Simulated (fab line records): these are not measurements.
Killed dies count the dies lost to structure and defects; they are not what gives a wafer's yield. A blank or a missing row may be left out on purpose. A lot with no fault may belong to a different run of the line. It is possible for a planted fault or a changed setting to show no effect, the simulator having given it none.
Which of the tools did it? | flow sky130 | 12 lots, 36 wafers sampled, at 5 steps of a route of 708

== WHAT THE GAUGES READ, wafer by wafer ==
SKY_CAP2M_RS_MEAS_03: measures by four-point-probe. Usual: CAP2M_TIN_RS gives 6.88 ohm/sq (standard deviation 0.072).
lot  | measured     | on           | CAP2M_TIN_RS (ohm/sq) | flag
L550 | day 39 05:35 | filmMetro-04 | 6.90 6.88 6.93        | 
L551 | day 39 17:45 | filmMetro-01 | 6.92 7.02 6.92        | 
L552 | day 40 04:44 | filmMetro-03 | 7.00 6.94 6.98        | 
L553 | day 40 08:45 | filmMetro-04 | 6.91 6.86 6.87        | 
L555 | day 40 21:43 | filmMetro-04 | 6.89 6.95 6.84        | 
L556 | day 41 06:22 | filmMetro-04 | 6.91 6.98 6.86        | 
L558 | day 41 19:35 | filmMetro-03 | 6.94 6.88 6.91        | 
L559 | day 42 00:58 | filmMetro-03 | 6.76 6.78 6.79        | 
L561 | day 42 21:18 | filmMetro-03 | 6.99 6.87 6.95        | 
L562 | day 43 02:38 | filmMetro-04 | 6.89 6.77 6.88        | 
L565 | day 43 17:40 | filmMetro-01 | 6.92 6.77 6.82        | 
L573 | day 46 02:13 | filmMetro-04 | 6.92 6.87 6.94        | 

SKY_VIA4_THK_MEAS_01. Usual: VIA4_HDPCVD_THK gives 1751 nm (standard deviation 22).
lot  | measured     | on           | VIA4_HDPCVD_THK (nm) | flag
L550 | day 41 07:49 | filmMetro-03 | 1727 1747 1718       | 
L551 | day 41 19:37 | filmMetro-04 | 1779 1739 1750       | 
L552 | day 42 06:05 | filmMetro-03 | 1732 1778 1711       | 
L553 | day 42 09:17 | filmMetro-03 | 1788 1781 1763       | 
L555 | day 42 21:50 | filmMetro-03 | 1740 1767 1769       | 
L556 | day 43 07:28 | filmMetro-04 | 1745 1769 1733       | 
L558 | day 43 20:56 | filmMetro-02 | 1719 1721 1752       | 
L559 | day 44 01:49 | filmMetro-04 | 1779 1734 1777       | 
L561 | day 44 20:49 | filmMetro-03 | 1746 1766 1756       | 
L562 | day 45 01:53 | filmMetro-03 | 1710 1713 2375       | OFF
L565 | day 45 15:29 | filmMetro-02 | 2414 1732 1749       | OFF
L573 | day 47 20:00 | filmMetro-04 | 1783 1765 1780       | 

SKY_VIA4_BOW_MEAS_03. Usual: VIA4_BOW gives 80 um (standard deviation 7.4).
lot  | measured     | on           | VIA4_BOW (um) | flag
L550 | day 41 08:11 | filmMetro-02 | 76 69 82      | 
L551 | day 41 19:59 | filmMetro-02 | 90 83 91      | 
L552 | day 42 06:28 | filmMetro-03 | 87 70 74      | 
L553 | day 42 09:39 | filmMetro-04 | 77 76 86      | 
L555 | day 42 22:12 | filmMetro-04 | 72 77 75      | 
L556 | day 43 07:50 | filmMetro-03 | 71 91 74      | 
L558 | day 43 21:18 | filmMetro-04 | 78 90 83      | 
L559 | day 44 02:10 | filmMetro-04 | 66 67 85      | 
L561 | day 44 21:10 | filmMetro-04 | 80 89 76      | 
L562 | day 45 02:15 | filmMetro-03 | 88 79 86      | 
L565 | day 45 15:52 | filmMetro-03 | 85 82 81      | 
L573 | day 47 20:22 | filmMetro-02 | 72 72 84      | 

== TOOL THAT RAN EACH LOT (tool first, then ch and the chambers of the sampled wafers, then the start) ==
lot  | SKY_METAL4_METAL_ETCH_18         | SKY_VIA4_HDPCVD_00
L550 | rieMetal-02 ch 0,1, day 41 06:47 | hdpcvd-01 ch 0,1,2, day 41 07:38
L551 | rieMetal-04 ch 0,1, day 41 18:38 | hdpcvd-02 ch 0,1,2, day 41 19:25
L552 | rieMetal-01 ch 0,1, day 42 05:07 | hdpcvd-01 ch 0,1, day 42 05:54
L553 | rieMetal-01 ch 0,1, day 42 08:20 | hdpcvd-02 ch 0,1,2, day 42 09:07
L555 | rieMetal-01 ch 0,1, day 42 20:50 | hdpcvd-01 ch 1,2, day 42 21:38
L556 | rieMetal-04 ch 0,1, day 43 06:26 | hdpcvd-02 ch 0,1,2, day 43 07:16
L558 | rieMetal-01 ch 0,1, day 43 19:56 | hdpcvd-02 ch 0,1,2, day 43 20:46
L559 | rieMetal-04 ch 0,1, day 44 00:49 | hdpcvd-01 ch 0,1, day 44 01:38
L561 | rieMetal-01 ch 0,1, day 44 19:49 | hdpcvd-02 ch 0,1,2, day 44 20:38
L562 | rieMetal-02 ch 0,1, day 45 00:55 | hdpcvd-01 ch 0,1, day 45 01:41
L565 | rieMetal-01 ch 0,1, day 45 13:59 | hdpcvd-01 ch 0,1,2, day 45 15:18
L573 | rieMetal-02 ch 0,1, day 47 19:00 | hdpcvd-01 ch 0,2, day 47 19:49
- SKY_METAL4_METAL_ETCH_18: etches the open film in Cl2/BCl3, stops on SiO2, target depth 845 nm, time 183.1 s.
- SKY_VIA4_HDPCVD_00: deposits SiO2, target thk 1750 nm, time 291.7 s.

== WHAT THE TOOLS THEMSELVES READ (means of the sampled wafers that have a number; where no wafer has one, the mark that the record gives instead) ==
SKY_METAL4_METAL_ETCH_18. Usual: drypumpMotorCurrentA 5.6 A, standard deviation 0.47; oesProductAu 0.865 a.u., standard deviation 0.006; throttleValvePct 22.266 %, standard deviation 0.0093.
lot  | tool        | drypumpMotorCurrentA (A) | oesProductAu (a.u.) | throttleValvePct (%) | flag
L550 | rieMetal-02 | 4.9                      | 0.862               | 22.265               | 
L551 | rieMetal-04 | 5.8                      | 0.868               | 22.276               | 
L552 | rieMetal-01 | 6.0                      | 0.872               | 22.262               | 
L553 | rieMetal-01 | 6.0                      | 0.867               | 22.265               | 
L555 | rieMetal-01 | 6.0                      | 0.867               | 22.268               | 
L556 | rieMetal-04 | 5.6                      | 0.861               | 22.275               | 
L558 | rieMetal-01 | 6.0                      | 0.861               | 22.257               | 
L559 | rieMetal-04 | 5.6                      | 0.872               | 22.258               | 
L561 | rieMetal-01 | 6.0                      | 0.870               | 22.268               | 
L562 | rieMetal-02 | 4.9                      | 0.868               | 22.265               | 
L565 | rieMetal-01 | 6.1                      | 0.862               | 22.269               | 
L573 | rieMetal-02 | 5.1                      | 0.870               | 22.264               | 

SKY_VIA4_HDPCVD_00. Usual: runLengthS at 319.6 s, with a standard deviation of 0.43.
lot  | tool      | runLengthS (s) | flag
L550 | hdpcvd-01 | 319.7          | 
L551 | hdpcvd-02 | 319.3          | 
L552 | hdpcvd-01 | 319.5          | 
L553 | hdpcvd-02 | 319.5          | 
L555 | hdpcvd-01 | 319.7          | 
L556 | hdpcvd-02 | 319.3          | 
L558 | hdpcvd-02 | 319.5          | 
L559 | hdpcvd-01 | 319.6          | 
L561 | hdpcvd-02 | 319.6          | 
L562 | hdpcvd-01 | 354.9          | OFF
L565 | hdpcvd-01 | 355.4          | OFF
L573 | hdpcvd-01 | 319.7          | 

== THE ANSWER, worked out from the rows above alone ==
Rule: take the mean of a lot's wafers that have a number; if it is more than 3 standard deviations from the usual mean, the lot is off. A lot without any number at a reading at which 4 lots or more have one is off too. All remaining lots with rows at the step are treated as sound. Order of review: gauges by route order, followed by the tools' own readings, for which a lot's mean as printed above is used. At the first step where some lot is off, the reading lying furthest off is the one used; lots without a number count as furthest.
Off: L562, L565, seen at SKY_VIA4_THK_MEAS_01 (VIA4_HDPCVD_THK).
If a tool, at a process step before that reading, ran all the lots that are off and no sound lot after the first of them, it fits. Not tried: the gauges at SKY_VIA4_THK_MEAS_01; whatever is off there is also off at SKY_VIA4_HDPCVD_00, on other tools, and gauge error can't account for it. Of those tried, none fits.

== WHAT THE SIMULATOR PUT IN ==
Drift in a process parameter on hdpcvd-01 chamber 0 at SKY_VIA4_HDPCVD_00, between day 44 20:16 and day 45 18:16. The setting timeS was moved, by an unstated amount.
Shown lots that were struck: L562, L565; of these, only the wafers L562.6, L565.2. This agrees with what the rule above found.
